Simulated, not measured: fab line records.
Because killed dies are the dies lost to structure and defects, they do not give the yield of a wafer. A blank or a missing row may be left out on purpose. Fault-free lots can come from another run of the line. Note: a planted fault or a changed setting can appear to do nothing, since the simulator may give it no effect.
Problem report, 8D (eight disciplines) form, completed by code -- flow gf180mcu -- the parts of the form that need people (team, actions taken, sign-off) are left out

== 1. THE PROBLEM ==
Across 6 wafers from 2 lots, MVPSD_TW at GF_MVPSD_TW_MEAS_11 averages 531, while fault-free wafers read 552 with a standard deviation of 3.3. Relative to the usual mean, that is a shift of -6.5 standard deviations.
First observed at day 6 13:54: wafer L758.3, on filmMetro-01. The record holds 36 wafers of 12 lots with a number at this step. The rule behind "out" and "out of limits": a value lying over 4 standard deviations away from the usual mean. All remaining wafers that have a number are taken as sound.

== 2. WHAT THIS IS AND IS NOT ==
question,is,is not
which readings at this step,MVPSD_TW,-
which lots,"L758, L759","L753, L756, L757, L766, L768, L769, L770, L772, L773, L775"
which wafers of those lots,all that have a number,-
read on which gauges,"filmMetro-01, filmMetro-02",filmMetro-03
when,from day 6 13:54,"up to then (9 sound wafers); but 21 sound wafers of L766, L768, L769, L770, L772, L773, L775 came after"

== 3. THE SUSPECTS, EACH WITH WHAT RULES IT OUT ==
Counting: any tool at a process step up to the reading is kept as a suspect provided that every lot that is out went through it and no sound lot did after the first of them.
- the gauge at GF_MVPSD_TW_MEAS_11 is ruled out. Those wafers that are out were read across 2 gauges (filmMetro-01, filmMetro-02).
- implanter-04 at GF_MVPSD_IMPLANT_08: ruled out as a lasting fault. The sound lots L769, L773, L775 went through it after L758, its earliest lot that is out (day 6 13:32).
Left after counting: nothing in the record.

== 4. THE CAUSE (what the simulator had put in) ==
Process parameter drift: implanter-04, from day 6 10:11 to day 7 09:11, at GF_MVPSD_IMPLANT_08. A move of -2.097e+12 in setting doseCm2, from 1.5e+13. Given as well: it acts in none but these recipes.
The count ruled it out by mistake, since the rule takes a fault to strike every lot its tool runs from the start of the fault on, and this one did not do so.

== 5. THE EFFECT CHAIN, in route order ==
One row per reading whose mean, taken over the struck wafers that have a number, lies over 3 standard deviations from the usual. Only readings for which the record gives a usual standard deviation are gone through. hours: the time from each lot's start at the first step in this table that gives one to its start at this step, as a median over the lots. sigmas: the change in usual standard deviations.
hours,step,reading,usual,on struck wafers,change,sigmas
0,GF_MVPSD_IMPLANT_08,doseIonsCm2,1.4998e+13,1.2897e+13,-2.1012e+12,-99 or more
0,GF_MVPSD_IMPLANT_08,faradayCurrentUA,84.7,73.5,-11.2,-6.6
0,GF_MVPSD_TW_MEAS_11,MVPSD_TW,552,531,-21,-6.5
66,GF_VT_IMPLANT_RS_MEAS_49,MVPSD_RS,1168.0 ohm/sq,1261.5,+93.5,+31
Here are the process steps it includes:
- GF_MVPSD_IMPLANT_08
Later steps that measure or inspect, where all struck wafers having a row at the step show a number for every such reading and not one has moved that far: GF_PSD_OVL_MEAS_08, GF_PSD_TW_MEAS_11.

== 6. HOW IT WOULD HAVE BEEN CAUGHT EARLIER ==
The first out-of-limits reading at a measuring or inspecting step in this record came at day 6 13:54, 4 hours after the fault's start at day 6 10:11.
At GF_MVPSD_IMPLANT_08, the tool's own readings (doseIonsCm2, faradayCurrentUA) were out on each struck wafer the step has a row for, so an alarm limit on them would have fired on the first such wafer.
